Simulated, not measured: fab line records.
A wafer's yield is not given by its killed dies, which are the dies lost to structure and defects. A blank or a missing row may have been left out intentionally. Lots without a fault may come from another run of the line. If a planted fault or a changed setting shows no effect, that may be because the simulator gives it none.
One fault seen from 2 desks :: flow gf180mcu :: what lay behind the numbers comes last; until then each desk has only its own

== TOOL OWNER'S DESK, cvd w-01 ==
The tool's own readings at GF_V1_CVD_23 (deposits W, target thk 350 nm, time 105.05 s): means of the sampled wafers that have a number, for each lot that ran on this tool. A lot is out of limits, marked OUT, if its mean lies more than 4 standard deviations from the usual mean; the brackets give that distance.
Columns: A = heater power w at GF_V1_CVD_23, usual 835 W; B = susceptor temp C at GF_V1_CVD_23, usual 400.00 C
lot: L353
first seen here: day 19 16:13
A: 732
B: 399.99

lot: L354
first seen here: day 20 00:28
A: 737
B: 399.93

lot: L362
first seen here: day 22 23:29
A: 732
B: 400.04

lot: L363
first seen here: day 23 06:15
A: 726
B: 400.26

lot: L369
first seen here: day 25 02:50
A: 735
B: 399.76

lot: L370
first seen here: day 25 13:06
A: 714
B: 399.67

lot: L372
first seen here: day 26 04:02
A: 712
B: 400.12
This desk found nothing out of limits on any of the 7 lots.

== AT THE METROLOGY DESK ==
What the gauges read for every lot (on any tool): the sampled wafers with a number, averaged. A lot is out of limits, marked OUT, if its mean lies more than 4 standard deviations from the usual mean; the brackets give that distance.
Columns: A = V1_W_RS at GF_V1_RS_MEAS_24, usual 0.326 ohm/sq
lot: L353
first seen here: day 19 16:21
A: 0.275 (-8.6) OUT

lot: L354
first seen here: day 20 00:35
A: 0.224 (-17) OUT

lot: L362
first seen here: day 22 23:37
A: 0.328

lot: L363
first seen here: day 23 06:22
A: 0.329

lot: L364
first seen here: day 23 17:06
A: 0.320

lot: L367
first seen here: day 24 14:40
A: 0.326

lot: L369
first seen here: day 25 02:58
A: 0.329

lot: L370
first seen here: day 25 13:14
A: 0.326

lot: L371
first seen here: day 25 21:04
A: 0.325

lot: L372
first seen here: day 26 04:08
A: 0.324

lot: L373
first seen here: day 26 08:17
A: 0.324
Per this desk, out of limits: L353, L354; the first was L353, day 19 16:21 (V1_W_RS at GF_V1_RS_MEAS_24). L362, L363, L364, L367, L369, L370, L371, L372, L373 stayed within limits.

== TAKEN TOGETHER ==
The metrology desk could have raised an alarm at day 19 16:21, on L353, L354.
The desk of the tool owner found nothing out of limits.
Tool owner's desk: L353, L354 on record, inside its limits.
GF_V1_CVD_23 was run on cvd w-01 by each of the lots named.

== WHAT WAS PUT IN BY THE SIMULATOR ==
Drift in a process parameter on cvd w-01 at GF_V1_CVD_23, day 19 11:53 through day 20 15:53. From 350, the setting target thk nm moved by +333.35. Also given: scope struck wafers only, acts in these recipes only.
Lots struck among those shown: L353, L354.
Time in hours between the start of the fault and the first out-of-limits reading at each desk: metrology desk, 4.
